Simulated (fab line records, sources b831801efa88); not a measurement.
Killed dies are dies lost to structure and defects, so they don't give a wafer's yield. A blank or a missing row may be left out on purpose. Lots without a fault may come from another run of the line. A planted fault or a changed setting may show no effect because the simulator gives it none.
fab line records | flow gf180mcu
record lots=12 wafers=36 last_day=34
route steps=602 shown V3@430 V4@494 MIM@504
lots that met no fault: from a run of the same line without faults
start_h: hours from the record's first day to the start of the lot's first wafer shown | wait_h: hours since the lot's step before | " the same as in the row above | L1.1+2: a row that stands for several wafers | - no value, or no start given | * or withheld: withheld | < > ~ a bound
route shown NAME@n: a module of which the file shows steps, and the number in the route of the first | usual: mean/standard deviation of fault-free wafers | same: alike in all rows | chamber/n: place in a boat | sites: the reading at each site | _std_site: their standard deviation | _edge_site: outer sites' mean less inner sites' | radius_mm: how far each site lies from the wafer's centre | mask NAME#n: copy n | behind: the tool/chamber that last shaped the wafer | hold: why the lot was held/for how many hours/how that ended | device: the transistor (n, p or np) that didn't switch | end of line: the same wafers' tests at the end of the route | a step without rows: its recipe alone | killed: dies lost to structure and defects at the first sort, not the wafer's yield | map: a wafer's dies, x killed, . not, _ none there
set.NAME: the setting as run; set.NAME@STEP: as run at that earlier step | model.NAME: the simulator's own value behind a step, which no gauge read
steps of the route over a sample of lots; a table a step, a row a wafer
services: from which hour (start_h, from the record's first day; less than 0 if before it) a tool's chamber was out of use, for how many hours, and why
## steps
# step GF_V3_THK_MEAS_01
# recipe reads=SiO2_of_V3_CVD_00
# usual V3_CVD_00_THK=596/5.5
# columns lot.wafer tool chamber start_h wait_h V3_CVD_00_THK[nm]
L677.1 film_metro-03 - 508.12 0.0 594
L677.2 " - " " 602
L677.3 " - " " 604
L679.4 film_metro-03 - 512.72 0.0 592
L679.5 " - " " 589
L679.6 " - " " 594
L682.1 film_metro-03 - 548.64 0.0 603
L682.5 " - " " 590
L682.6 " - " " 599
L683.1 film_metro-03 - 554.90 0.2 604
L683.3 " - " " 591
L683.6 " - " " 594
L684.3 film_metro-03 - 558.07 0.1 597
L684.5 " - " " 600
L684.6 " - " " 602
L685.1 film_metro-03 - 577.34 0.0 600
L685.2 " - " " 588
L685.5 " - " " 598
L692.1 film_metro-01 - 615.87 0.0 593
L692.2 " - " " 595
L692.6 " - " " 592
L693.1 film_metro-01 - 631.09 0.0 594
L693.3 " - " " 597
L693.4 " - " " 596
L696.1 film_metro-01 - 658.12 0.0 600
L696.4 " - " " 604
L696.5 " - " " 595
L697.1 film_metro-03 - 658.64 0.0 596
L697.4 " - " " 587
L697.6 " - " " 602
L698.1 film_metro-03 - 665.47 0.0 588
L698.3 " - " " 591
L698.5 " - " " 593
L699.2 film_metro-01 - 670.63 0.0 591
L699.4 " - " " 592
L699.5 " - " " 600
# step GF_V4_STRIP_18
# recipe chemistry=O2/N2 power_w=1400 pressure_mtorr=1500 platen_temp_c=250 o2_flow_sccm=3000 n2_flow_sccm=300 overash_fraction=0.4856
# usual drypump_motor_current_A=6.2/0.52 heater_power_w=334/31 oes_product_au=0.593/0.005
# columns lot.wafer tool chamber start_h wait_h drypump_motor_current_A heater_power_w oes_product_au rf_hours_counter_h
L677.1 plasma_asher-02 0 580.24 - 6.8 347 0.594 90
L677.2 " 1 " " 6.5 360 0.597 90
L677.3 " 1 " " 6.5 360 0.597 -
L679.4 plasma_asher-02 0 583.59 - 6.8 362 0.588 -
L679.5 " 1 " " 6.5 362 0.595 -
L679.6 " 0 " " 6.8 354 0.596 -
L682.1 plasma_asher-02 0 616.45 - 6.8 357 0.602 94
L682.5 " 1 " " 6.5 351 0.595 -
L682.6 " 0 " " 6.8 353 0.586 -
L683.1 plasma_asher-04 0 621.99 - 5.4 270 0.592 54
L683.3 " 1 " " 5.5 355 0.586 -
L683.6 " 1 " " 5.5 352 0.590 -
L684.3 plasma_asher-01 0 625.68 - 5.7 303 0.597 -
L684.5 " 1 " " 5.9 319 0.596 -
L684.6 " 0 " " 5.7 300 0.589 -
L685.1 plasma_asher-02 1 642.66 - 6.5 360 0.589 97
L685.2 " 0 " " 6.8 357 0.592 97
L685.5 " 0 " " 6.8 357 0.594 -
L692.1 plasma_asher-04 1 678.84 - 5.6 349 0.599 61
L692.2 " 0 " " 5.5 266 0.586 61
L692.6 " 0 " " 5.4 267 0.586 -
L693.1 plasma_asher-02 1 693.69 - 6.5 356 0.587 103
L693.3 " 1 " " 6.5 364 0.601 -
L693.4 " 0 " " 6.8 340 0.596 -
L696.1 plasma_asher-01 1 719.04 - 5.9 318 0.593 99
L696.4 " 0 " " 5.7 298 0.595 -
L696.5 " 0 " " 5.8 312 0.592 -
L697.1 plasma_asher-04 0 719.65 - 5.5 266 0.589 65
L697.4 " 1 " " 5.5 352 0.591 -
L697.6 " 0 " " 5.4 262 0.591 -
L698.1 plasma_asher-02 1 724.79 - 6.5 362 0.592 106
L698.3 " 1 " " 6.5 365 0.588 -
L698.5 " 0 " " 6.8 353 0.593 -
L699.2 plasma_asher-01 0 729.41 - 5.7 298 0.590 100
L699.4 " 1 " " 5.9 323 0.597 -
L699.5 " 0 " " 5.7 299 0.596 -
# step GF_MIM_SPUTTER_01
# recipe material=TiN target_thk_nm=30 power_w=6500 time_s=25 chamber_pressure_pa=0.4
# usual chamber_pressure_pa=0.4000/0.00075 throttle_valve_pct=29.6/0.78
# columns lot.wafer tool chamber start_h wait_h chamber_pressure_pa throttle_valve_pct
L677.1 pvd_sputter-04 - 581.56 0.1 0.4001 29.4
L677.2 " - " " 0.4014 30.7
L677.3 " - " " 0.4004 30.0
L679.4 pvd_sputter-04 - 584.91 0.0 0.4008 29.8
L679.5 " - " " 0.3998 30.6
L679.6 " - " " 0.3996 29.3
L682.1 pvd_sputter-02 - 617.79 0.1 0.4002 30.1
L682.5 " - " " 0.3997 30.1
L682.6 " - " " 0.4002 28.0
L683.1 pvd_sputter-02 - 623.31 0.1 0.3997 27.7
L683.3 " - " " 0.4003 29.3
L683.6 " - " " 0.3996 30.0
L684.3 pvd_sputter-04 - 626.97 0.1 0.3997 30.7
L684.5 " - " " 0.3989 30.6
L684.6 " - " " 0.3995 30.6
L685.1 pvd_sputter-02 - 643.99 0.1 0.3999 28.1
L685.2 " - " " 0.3984 29.9
L685.5 " - " " 0.4009 30.1
L692.1 pvd_sputter-01 - 680.20 0.1 0.4010 28.3
L692.2 " - " " 0.4002 29.7
L692.6 " - " " 0.4003 29.4
L693.1 pvd_sputter-02 - 695.01 0.1 0.3997 27.9
L693.3 " - " " 0.4012 30.0
L693.4 " - " " 0.4013 30.1
L696.1 pvd_sputter-01 - 720.38 0.1 0.4004 28.5
L696.4 " - " " 0.4009 28.7
L696.5 " - " " 0.3982 29.4
L697.1 pvd_sputter-04 - 721.00 0.1 0.4019 30.7
L697.4 " - " " 0.4003 30.1
L697.6 " - " " 0.3999 30.4
L698.1 pvd_sputter-01 - 726.12 0.1 0.4007 29.7
L698.3 " - " " 0.4001 28.8
L698.5 " - " " 0.4003 29.1
L699.2 pvd_sputter-01 - 730.74 0.1 0.4018 29.1
L699.4 " - " " 0.4006 28.4
L699.5 " - " " 0.4003 28.9
# step GF_MIM_CVD_05
# recipe material=Si3N4 target_thk_nm=42 temp_max_c=400 temp_c=385 time_s=29.086 rf_w=461.5
# usual heater_power_w=620/120 run_length_s=57.1/0.63
# columns lot.wafer tool chamber start_h wait_h heater_power_w run_length_s
L677.1 pecvd-02 2 581.68 0.0 533 57.6
L677.2 " 1 " " 861 56.9
L677.3 " 0 " " 664 56.5
L679.4 pecvd-04 1 585.03 0.0 513 56.7
L679.5 " 2 " " 679 57.7
L679.6 " 0 " " 725 57.2
L682.1 pecvd-02 1 617.91 0.0 828 57.4
L682.5 " 1 " " 839 57.1
L682.6 " 0 " " 705 57.6
L683.1 pecvd-02 2 623.43 0.0 652 57.0
L683.3 " 1 " " 792 57.0
L683.6 " 0 " " 713 56.5
L684.3 pecvd-04 0 627.09 0.0 779 57.4
L684.5 " 0 " " 796 57.3
L684.6 " 2 " " 656 57.7
L685.1 pecvd-04 0 644.11 0.0 686 57.4
L685.2 " 1 " " 505 56.4
L685.5 " 2 " " 618 57.6
L692.1 pecvd-02 0 680.32 0.0 668 63.7
L692.2 " 1 " " 824 57.0
L692.6 " 1 " " 884 57.1
L693.1 pecvd-02 0 695.13 0.0 733 63.4
L693.3 " 1 " " 806 57.1
L693.4 " 1 " " 823 57.0
L696.1 pecvd-04 0 720.50 0.0 720 57.8
L696.4 " 2 " " 698 58.2
L696.5 " 1 " " 449 56.7
L697.1 pecvd-04 0 721.12 0.0 622 57.2
L697.4 " 1 " " 521 56.5
L697.6 " 0 " " 646 57.6
L698.1 pecvd-01 1 726.24 0.0 627 56.3
L698.3 " 2 " " 458 57.7
L698.5 " 2 " " 469 58.6
L699.2 pecvd-04 2 730.86 0.0 679 57.3
L699.4 " 0 " " 628 56.9
L699.5 " 2 " " 686 57.4
# step GF_MIM_THK_MEAS_06
# recipe reads=Si3N4_of_MIM_CVD_05
# usual MIM_CVD_05_THK=42.1/0.51
# columns lot.wafer tool chamber start_h wait_h MIM_CVD_05_THK[nm]
L677.1 film_metro-03 - 581.72 0.0 41.6
L677.2 " - " " 41.9
L677.3 " - " " 41.7
L679.4 film_metro-03 - 585.08 0.0 42.4
L679.5 " - " " 42.3
L679.6 " - " " 42.9
L682.1 film_metro-01 - 617.94 0.0 41.7
L682.5 " - " " 42.7
L682.6 " - " " 42.5
L683.1 film_metro-01 - 623.47 0.0 42.0
L683.3 " - " " 42.3
L683.6 " - " " 42.6
L684.3 film_metro-03 - 627.15 0.0 42.4
L684.5 " - " " 42.7
L684.6 " - " " 42.1
L685.1 film_metro-03 - 644.15 0.0 42.0
L685.2 " - " " 41.4
L685.5 " - " " 42.2
L692.1 film_metro-01 - 680.35 0.0 51.3
L692.2 " - " " 42.4
L692.6 " - " " 42.7
L693.1 film_metro-01 - 695.26 0.1 51.4
L693.3 " - " " 41.8
L693.4 " - " " 42.4
L696.1 film_metro-03 - 720.53 0.0 41.5
L696.4 " - " " 42.3
L696.5 " - " " 42.8
L697.1 film_metro-03 - 721.16 0.0 41.4
L697.4 " - " " 42.7
L697.6 " - " " 42.3
L698.1 film_metro-03 - 726.27 0.0 42.0
L698.3 " - " " 41.8
L698.5 " - " " 42.1
L699.2 film_metro-04 - 730.91 0.0 41.1
L699.4 " - " " 41.6
L699.5 " - " " 42.1
## services
# columns tool chamber start_h hours kind
plasma_asher-04 - 571.17 4.1 repair
pvd_sputter-04 2 575.76 - consumable_replace:kit
pvd_sputter-04 2 575.76 18.0 scheduled_down
pvd_sputter-04 2 575.76 18.0 vent_cycle
pecvd-02 - 588.01 6.0 pm
pecvd-01 - 591.12 14.0 pm
pecvd-01 0 591.12 14.0 vent_cycle
pecvd-01 1 591.12 14.0 vent_cycle
pecvd-01 2 591.12 14.0 vent_cycle
pvd_sputter-01 - 612.34 6.5 repair
pvd_sputter-01 - 623.78 6.4 repair
pecvd-04 - 626.13 0.3 repair
pvd_sputter-02 - 626.18 3.9 repair
pvd_sputter-02 - 628.41 2.7 repair
pvd_sputter-04 - 636.98 5.3 repair
pvd_sputter-02 - 645.91 6.9 repair
pvd_sputter-04 1 674.79 - consumable_replace:kit
pvd_sputter-04 1 674.79 18.0 scheduled_down
pvd_sputter-04 1 674.79 18.0 vent_cycle
pvd_sputter-02 3 692.29 - consumable_replace:kit
pvd_sputter-02 3 692.29 18.0 scheduled_down
pvd_sputter-02 3 692.29 18.0 vent_cycle
pecvd-01 - 700.91 1.4 repair
pecvd-04 - 725.53 1.6 repair
## key
first_sign step=GF_MIM_CVD_05 reading=run_length_s direction=up sigmas=10 usual=* struck=*
effect step=GF_MIM_THK_MEAS_06 reading=MIM_CVD_05_THK direction=up sigmas=18 usual=42.1 struck=51.3
met_at GF_MIM_CVD_05
struck_lots L692,L693
struck_wafers L692.1,L693.1
not_acting_at GF_V3_THK_MEAS_01,GF_V4_STRIP_18,GF_MIM_SPUTTER_01
onset_between 623.43 680.32
fault kind=process_parameter_drift tool=pecvd-02 chamber=0 onset_h=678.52 steps=GF_MIM_CVD_05 channel=time_s offset=* shape=step end_h=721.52 acts_in=* stated=*
